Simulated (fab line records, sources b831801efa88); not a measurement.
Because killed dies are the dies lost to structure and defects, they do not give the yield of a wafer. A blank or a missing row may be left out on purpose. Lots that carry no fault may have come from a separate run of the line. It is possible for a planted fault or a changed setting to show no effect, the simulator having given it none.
fab line records ; flow sky130
record: lots: 13; wafers: 39; last_day: 49
route steps=708 shown LDD_HVN@276 CAP2M@615 VIA4@642 METAL5@661 PAD_OPEN@708
lots that met no fault: from a run of the same line without faults
start_h: start of the lot's first displayed wafer, in hours after the record's first day ; wait_h: how many hours have passed since the lot's step before this one ; " as in the row above ; L1.1+2: one row covering several wafers at once ; - no value present, or no start provided ; * or withheld: withheld ; < > ~ a bound
route shown NAME@n: NAME is a module with steps in the file, n the number in the route of the first one ; usual: mean/standard deviation taken from wafers without a fault ; same: alike in all rows ; chamber/n: place in a boat ; sites: the reading at each site ; _std_site: how widely they spread, as a standard deviation ; _edge_site: outer sites' mean less inner sites' ; radius_mm: how far each site lies from the wafer's centre ; mask NAME#n: copy n ; behind: the most recent tool/chamber to have shaped the wafer ; hold: what put the lot on hold/how long, in hours/how the hold closed ; device: whichever transistor did not switch (one of n, p or np) ; end of line: the route-end tests of the same wafers ; for a step that has no rows: nothing shown but its recipe ; killed: not the wafer's yield, but the dies lost to structure and defects at the first sort ; map: per-die view of a wafer (x killed, . not killed, _ where there is no die)
set.NAME: the setting the step ran with; set.NAME@STEP: the setting that earlier step ran with ; model.NAME: the simulator's own value behind a step, which no gauge read
a sample of lots followed through the steps of the route, with each step as a table and each wafer as a row
services: when a tool's chamber went out of use (start_h, in hours from the record's first day, below 0 if earlier), for how many hours, and the reason
== steps ==
step: SKY_LDD_HVN_STRIP_09
recipe: chemistry: O2/N2; power_w: 1400; pressure_mtorr: 1500; platen_temp_c: withheld; o2_flow_sccm: 3000; n2_flow_sccm: 300; overash_fraction: 0.5
usual: drypump_motor_current_A: 5.8/0.45; oes_product_au: 0.411/0.0046; strip_time_to_endpoint_s: 4.186/0.016
lot.wafer;tool;chamber;start_h;wait_h;drypump_motor_current_A;oes_product_au;rf_hours_counter_h;strip_time_to_endpoint_s
L122.3;plasma_asher-03;0;455.91;0.1;5.6;0.414;-;4.187
L122.4;plasma_asher-03;1;455.91;0.1;6.3;0.409;-;4.184
L122.6;plasma_asher-03;1;455.91;0.1;6.3;0.416;-;4.195
L123.2;plasma_asher-01;0;464.87;0.1;6.2;0.407;64;4.221
L123.4;plasma_asher-01;1;464.87;0.1;5.6;0.413;-;4.197
L123.6;plasma_asher-01;0;464.87;0.1;6.2;0.411;-;4.218
L126.2;plasma_asher-04;0;503.11;0.1;5.8;0.409;7;4.191
L126.4;plasma_asher-04;0;503.11;0.1;5.8;0.414;-;4.199
L126.5;plasma_asher-04;0;503.11;0.1;5.8;0.407;-;4.177
L127.1;plasma_asher-04;1;508.17;0.1;4.9;0.416;8;4.192
L127.3;plasma_asher-04;0;508.17;0.1;5.8;0.413;-;4.167
L127.5;plasma_asher-04;1;508.17;0.1;4.9;0.415;-;4.194
L129.1;plasma_asher-03;1;540.34;0.1;6.4;0.408;84;4.163
L129.3;plasma_asher-03;1;540.34;0.1;6.4;0.412;-;4.184
L129.6;plasma_asher-03;0;540.34;0.1;5.6;0.407;-;4.181
L130.1;plasma_asher-01;0;541.06;0.1;6.2;0.410;72;4.185
L130.4;plasma_asher-01;1;541.06;0.1;5.6;0.417;-;4.191
L130.5;plasma_asher-01;0;541.06;0.1;6.2;0.418;-;4.176
L131.1;plasma_asher-03;1;545.64;0.1;6.3;0.414;84;4.179
L131.5;plasma_asher-03;1;545.64;0.1;6.4;0.409;-;4.158
L131.6;plasma_asher-03;0;545.64;0.1;5.6;0.406;-;4.171
L133.1;plasma_asher-03;1;562.96;0.1;6.4;0.412;86;4.208
L133.3;plasma_asher-03;1;562.96;0.1;6.3;0.410;-;4.175
L133.4;plasma_asher-03;0;562.96;0.1;5.6;0.405;-;4.219
L135.2;plasma_asher-03;0;578.26;0.1;5.6;0.403;88;4.185
L135.4;plasma_asher-03;1;578.26;0.1;6.3;0.414;-;4.204
L135.6;plasma_asher-03;1;578.26;0.1;6.3;0.410;-;4.202
L136.2;plasma_asher-03;0;590.84;0.1;5.5;0.407;89;4.159
L136.4;plasma_asher-03;0;590.84;0.1;5.6;0.416;-;4.182
L136.5;plasma_asher-03;0;590.84;0.1;5.6;0.404;-;4.154
L138.2;plasma_asher-04;1;606.79;0.1;4.9;0.409;18;4.189
L138.3;plasma_asher-04;0;606.79;0.1;5.8;0.408;-;4.200
L138.5;plasma_asher-04;1;606.79;0.1;4.9;0.407;-;4.200
L141.1;plasma_asher-03;1;636.42;0.1;6.3;0.409;94;4.163
L141.3;plasma_asher-03;1;636.42;0.1;6.3;0.410;-;4.174
L141.6;plasma_asher-03;0;636.42;0.1;5.5;0.415;-;4.153
L142.3;plasma_asher-03;0;641.54;0.1;5.6;0.411;-;4.181
L142.4;plasma_asher-03;1;641.54;0.1;6.4;0.407;-;4.168
L142.6;plasma_asher-03;0;641.54;0.1;5.6;0.406;-;4.178
step: SKY_CAP2M_OVL_MEAS_12
usual: CAP2M_OVL: 0.5/1.5
lot.wafer;tool;chamber;start_h;wait_h;CAP2M_OVL[nm]
L122.3;overlay-02;-;945.00;0.1;-2.3
L122.4;overlay-02;-;945.00;0.1;-1.0
L122.6;overlay-02;-;945.00;0.1;-0.5
L123.2;overlay-01;-;955.09;0.1;-0.5
L123.4;overlay-01;-;955.09;0.1;-0.7
L123.6;overlay-01;-;955.09;0.1;-1.5
L126.2;overlay-02;-;985.35;0.1;-0.5
L126.4;overlay-02;-;985.35;0.1;-2.7
L126.5;overlay-02;-;985.35;0.1;-1.3
L127.1;overlay-01;-;987.42;0.1;0.9
L127.3;overlay-01;-;987.42;0.1;3.0
L127.5;overlay-01;-;987.42;0.1;1.0
L129.1;overlay-02;-;1013.77;0.1;-1.0
L129.3;overlay-02;-;1013.77;0.1;-0.3
L129.6;overlay-02;-;1013.77;0.1;-0.7
L130.1;overlay-01;-;1014.70;0.1;1.8
L130.4;overlay-01;-;1014.70;0.1;1.4
L130.5;overlay-01;-;1014.70;0.1;1.7
L131.1;overlay-02;-;1017.49;0.1;2.8
L131.5;overlay-02;-;1017.49;0.1;2.3
L131.6;overlay-02;-;1017.49;0.1;3.1
L133.1;overlay-01;-;1029.52;0.1;1.5
L133.3;overlay-01;-;1029.52;0.1;1.0
L133.4;overlay-01;-;1029.52;0.1;0.2
L135.2;overlay-02;-;1045.00;0.1;1.2
L135.4;overlay-02;-;1045.00;0.1;0.5
L135.6;overlay-02;-;1045.00;0.1;-0.3
L136.2;overlay-02;-;1049.78;0.1;0.4
L136.4;overlay-02;-;1049.78;0.1;-1.4
L136.5;overlay-02;-;1049.78;0.1;-1.1
L138.2;overlay-02;-;1063.74;0.1;2.0
L138.3;overlay-02;-;1063.74;0.1;0.7
L138.5;overlay-02;-;1063.74;0.1;-0.4
L141.1;overlay-02;-;1086.99;0.1;3.2
L141.3;overlay-02;-;1086.99;0.1;2.1
L141.6;overlay-02;-;1086.99;0.1;2.7
L142.3;overlay-02;-;1088.16;0.1;4.4
L142.4;overlay-02;-;1088.16;0.1;2.1
L142.6;overlay-02;-;1088.16;0.1;2.3
step: SKY_VIA4_BOW_MEAS_03
recipe: mode: bow
usual: VIA4_BOW: 77/8.5
lot.wafer;tool;chamber;start_h;wait_h;VIA4_BOW[um]
L122.3;film_metro-02;-;971.81;0.2;64
L122.4;film_metro-02;-;971.81;0.2;76
L122.6;film_metro-02;-;971.81;0.2;66
L123.2;film_metro-03;-;981.06;0.1;88
L123.4;film_metro-03;-;981.06;0.1;85
L123.6;film_metro-03;-;981.06;0.1;88
L126.2;film_metro-03;-;1010.54;0.2;75
L126.4;film_metro-03;-;1010.54;0.2;82
L126.5;film_metro-03;-;1010.54;0.2;75
L127.1;film_metro-02;-;1012.83;0.2;73
L127.3;film_metro-02;-;1012.83;0.2;68
L127.5;film_metro-02;-;1012.83;0.2;78
L129.1;film_metro-02;-;1039.09;0.2;62
L129.3;film_metro-02;-;1039.09;0.2;79
L129.6;film_metro-02;-;1039.09;0.2;78
L130.1;film_metro-01;-;1039.78;0.2;71
L130.4;film_metro-01;-;1039.78;0.2;81
L130.5;film_metro-01;-;1039.78;0.2;80
L131.1;film_metro-01;-;1043.09;0.1;78
L131.5;film_metro-01;-;1043.09;0.1;82
L131.6;film_metro-01;-;1043.09;0.1;82
L133.1;film_metro-03;-;1053.62;0.2;95
L133.3;film_metro-03;-;1053.62;0.2;89
L133.4;film_metro-03;-;1053.62;0.2;88
L135.2;film_metro-01;-;1068.69;0.2;65
L135.4;film_metro-01;-;1068.69;0.2;80
L135.6;film_metro-01;-;1068.69;0.2;70
L136.2;film_metro-03;-;1073.49;0.1;65
L136.4;film_metro-03;-;1073.49;0.1;82
L136.5;film_metro-03;-;1073.49;0.1;74
L138.2;film_metro-01;-;1087.88;0.2;92
L138.3;film_metro-01;-;1087.88;0.2;81
L138.5;film_metro-01;-;1087.88;0.2;83
L141.1;film_metro-03;-;1108.93;0.1;91
L141.3;film_metro-03;-;1108.93;0.1;91
L141.6;film_metro-03;-;1108.93;0.1;87
L142.3;film_metro-03;-;1111.66;0.1;73
L142.4;film_metro-03;-;1111.66;0.1;83
L142.6;film_metro-03;-;1111.66;0.1;70
step: SKY_METAL5_SPUTTER_00
recipe: material: Ti; target_thk_nm: 15; power_w: 3000; time_s: 10; chamber_pressure_pa: 0.4
usual: chamber_pressure_pa: 0.4001/0.00084; throttle_valve_pct: 30.3/0.91
same: time_s: 10
lot.wafer;tool;chamber;start_h;wait_h;chamber_pressure_pa;throttle_valve_pct
L122.3;pvd_sputter-01;-;997.46;0.1;0.4005;30.8
L122.4;pvd_sputter-01;-;997.46;0.1;0.4002;31.2
L122.6;pvd_sputter-01;-;997.46;0.1;0.4010;30.9
L123.2;pvd_sputter-01;-;1004.68;0.2;0.4004;30.6
L123.4;pvd_sputter-01;-;1004.68;0.2;0.4016;31.3
L123.6;pvd_sputter-01;-;1004.68;0.2;0.4019;31.3
L126.2;pvd_sputter-03;-;1034.00;0.1;0.4013;28.8
L126.4;pvd_sputter-03;-;1034.00;0.1;0.3999;30.3
L126.5;pvd_sputter-03;-;1034.00;0.1;0.4013;28.6
L127.1;pvd_sputter-01;-;1036.98;0.1;0.4002;31.5
L127.3;pvd_sputter-01;-;1036.98;0.1;0.4011;30.6
L127.5;pvd_sputter-01;-;1036.98;0.1;0.4000;30.6
L129.1;pvd_sputter-01;-;1060.65;0.2;0.4002;30.6
L129.3;pvd_sputter-01;-;1060.65;0.2;0.4003;30.8
L129.6;pvd_sputter-01;-;1060.65;0.2;0.3995;30.9
L130.1;pvd_sputter-03;-;1062.94;0.1;0.3989;30.2
L130.4;pvd_sputter-03;-;1062.94;0.1;0.4009;28.4
L130.5;pvd_sputter-03;-;1062.94;0.1;0.4004;29.0
L131.1;pvd_sputter-03;-;1065.54;0.2;0.4005;30.3
L131.5;pvd_sputter-03;-;1065.54;0.2;0.4002;28.4
L131.6;pvd_sputter-03;-;1065.54;0.2;0.3994;30.0
L133.1;pvd_sputter-04;-;1075.86;0.2;0.3990;30.6
L133.3;pvd_sputter-04;-;1075.86;0.2;0.4007;31.5
L133.4;pvd_sputter-04;-;1075.86;0.2;0.4003;29.8
L135.2;pvd_sputter-01;-;1092.36;0.1;0.4020;30.6
L135.4;pvd_sputter-01;-;1092.36;0.1;0.3985;30.7
L135.6;pvd_sputter-01;-;1092.36;0.1;0.3992;31.3
L136.2;pvd_sputter-03;-;1096.56;0.2;0.4004;29.9
L136.4;pvd_sputter-03;-;1096.56;0.2;0.3999;29.0
L136.5;pvd_sputter-03;-;1096.56;0.2;0.4013;30.6
L138.2;pvd_sputter-03;-;1109.89;0.2;0.3995;29.8
L138.3;pvd_sputter-03;-;1109.89;0.2;0.4000;29.5
L138.5;pvd_sputter-03;-;1109.89;0.2;0.4010;29.3
L141.1;pvd_sputter-01;-;1128.12;0.2;0.3992;31.0
L141.3;pvd_sputter-01;-;1128.12;0.2;0.4007;31.1
L141.6;pvd_sputter-01;-;1128.12;0.2;0.4012;31.4
L142.3;pvd_sputter-04;-;1130.41;0.2;0.4006;29.5
L142.4;pvd_sputter-04;-;1130.41;0.2;0.3993;30.0
L142.6;pvd_sputter-04;-;1130.41;0.2;0.4003;31.1
step: SKY_PAD_OPEN_PROBE_99
usual: killed_at_M0_to_M3: 45/7.9; killed_at_M4_up: 2.9/1.8; killed_at_contacts: 25/5.5; killed_at_front_end: 16/4.4; killed_at_other: 0.3/0.58; killed_dies: 89/9.4; killed_open: 49/6.8; killed_short: 40/6.3
same: gross_dies: 492; killed_at_back_side: 0
lot.wafer;tool;chamber;start_h;wait_h;killed_at_M0_to_M3;killed_at_M4_up;killed_at_contacts;killed_at_front_end;killed_at_other;killed_dies;killed_open;killed_short
L135.2;prober-01;-;1151.49;0.1;50;6;24;17;0;97;50;47
L135.4;prober-01;-;1151.59;0.2;54;1;18;13;0;86;54;32
L135.6;prober-01;-;1151.69;0.2;49;1;28;19;0;97;61;36
L141.1;prober-01;-;1184.41;0.1;51;4;17;66;1;139;45;47
L141.3;prober-01;-;1184.51;0.2;42;2;17;74;1;136;38;43
L141.6;prober-01;-;1184.66;0.2;52;2;13;12;0;79;44;35
L142.3;prober-01;-;1186.34;0.2;53;2;36;20;1;112;56;55
L142.4;prober-01;-;1186.39;0.2;33;1;28;64;0;126;47;31
L142.6;prober-01;-;1186.49;0.2;59;2;17;11;0;89;51;38
killed by level:class
L135.2 VIA1:geometric_particle:open=10 VIA3:geometric_particle:open=10 CONTACT:geometric_particle:open=8 VIA2:geometric_particle:open=6 FIELD_ISO:geometric_particle:short=5 CONTACT:geometric_particle:short=5 METAL1:geometric_particle:short=5 METAL4:geometric_particle:short=5
L135.4 VIA1:geometric_particle:open=20 VIA2:geometric_particle:open=9 LI_CONTACT:geometric_particle:open=7 METAL1:geometric_particle:short=6 VIA3:geometric_particle:open=5 CONTACT:geometric_particle:open=4 VIA1:geometric_particle:short=4 VIA2:geometric_particle:short=4
L135.6 CONTACT:geometric_particle:open=15 METAL1:geometric_particle:short=10 FIELD_ISO:geometric_particle:open=9 VIA1:geometric_particle:open=9 VIA3:geometric_particle:open=8 VIA1:geometric_particle:short=8 LI_CONTACT:geometric_particle:open=7 METAL2:geometric_particle:short=4
L141.1 LDD_HVN:unspecified=47 VIA2:geometric_particle:open=9 METAL1:geometric_particle:short=9 VIA1:geometric_particle:open=9 FIELD_ISO:geometric_particle:open=6 CONTACT:geometric_particle:open=6 VIA2:geometric_particle:short=6 VIA3:geometric_particle:short=6
L141.3 LDD_HVN:unspecified=54 VIA1:geometric_particle:open=11 FIELD_ISO:geometric_particle:short=7 VIA2:geometric_particle:open=6 FIELD_ISO:geometric_particle:open=5 LI_CONTACT:geometric_particle:short=5 METAL1:geometric_particle:short=5 METAL3:geometric_particle:short=5
L141.6 VIA1:geometric_particle:open=16 FIELD_ISO:geometric_particle:open=7 LI_CONTACT:geometric_particle:open=6 VIA3:geometric_particle:open=5 METAL1:geometric_particle:short=5 VIA1:geometric_particle:short=5 FIELD_ISO:geometric_particle:short=4 VIA3:geometric_particle:short=4
L142.3 CONTACT:geometric_particle:open=14 METAL1:geometric_particle:short=11 VIA1:geometric_particle:open=11 CONTACT:geometric_particle:short=8 LI_CONTACT:geometric_particle:open=7 VIA2:geometric_particle:open=7 FIELD_ISO:geometric_particle:short=5 LOCAL_INTERCONNECT:geometric_particle:short=5
L142.4 LDD_HVN:unspecified=47 LI_CONTACT:geometric_particle:open=10 CONTACT:geometric_particle:open=9 VIA1:geometric_particle:open=8 VIA2:geometric_particle:open=7 POLY_GATE:geometric_particle:open=5 METAL1:geometric_particle:short=4 METAL2:geometric_particle:short=4
L142.6 VIA1:geometric_particle:open=12 VIA2:geometric_particle:open=10 METAL1:geometric_particle:short=9 VIA3:geometric_particle:open=9 CONTACT:geometric_particle:open=6 VIA2:geometric_particle:short=5 FIELD_ISO:geometric_particle:open=4 LI_CONTACT:geometric_particle:open=4
== services ==
tool;chamber;start_h;hours;kind
pvd_sputter-01;-;483.42;10.4;repair
pvd_sputter-01;-;491.07;2.8;repair
plasma_asher-03;-;492.14;4.3;pm
plasma_asher-03;-;497.83;2.8;pm
pvd_sputter-01;-;578.33;2.7;repair
pvd_sputter-03;-;597.17;9.7;repair
plasma_asher-01;-;603.20;24.1;repair
plasma_asher-03;-;606.38;2.1;repair
plasma_asher-04;-;608.98;0.3;repair
pvd_sputter-04;-;654.26;6.1;repair
plasma_asher-04;-;662.79;4.9;repair
pvd_sputter-04;-;676.15;3.4;repair
pvd_sputter-01;-;706.28;6.6;repair
plasma_asher-04;-;722.49;2.2;repair
pvd_sputter-04;-;728.37;2.9;repair
pvd_sputter-04;-;729.19;5.5;repair
plasma_asher-03;-;733.75;9.0;pm
pvd_sputter-03;-;749.85;2.8;repair
pvd_sputter-01;-;797.40;1.8;repair
pvd_sputter-01;-;813.65;4.5;repair
plasma_asher-04;-;849.69;14.6;pm
plasma_asher-03;-;969.71;0.7;repair
plasma_asher-03;-;1110.74;3.6;repair
pvd_sputter-01;-;1114.07;2.4;repair
== key ==
first_sign: step: SKY_PAD_OPEN_PROBE_99; reading: killed_at_front_end; direction: up; sigmas: 12; usual: 16; struck: 68
effect: step: SKY_PAD_OPEN_PROBE_99; reading: killed_dies; direction: up; sigmas: 4.7; usual: 89; struck: 134
met_at SKY_LDD_HVN_STRIP_09
struck_lots L141,L142
struck_wafers L141.1,L141.3,L142.4
tester_left_out L141,L142
not_acting_at SKY_CAP2M_OVL_MEAS_12,SKY_VIA4_BOW_MEAS_03,SKY_METAL5_SPUTTER_00
onset_between 578.26 636.42
fault: kind: chamber_particle_source; tool: plasma_asher-03; chamber: 1; onset_h: 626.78; steps: SKY_LDD_HVN_STRIP_09; rate_per_visit_cm2: 0.61708; end_h: 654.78
tester_left_out: of these lots the tester's yield and bins aren't shown, on N5 and GAA mostly nor the transistor test; their killed dies are dies lost to structure and defects alone, not to doping, threshold or leakage, so they don't give the yield
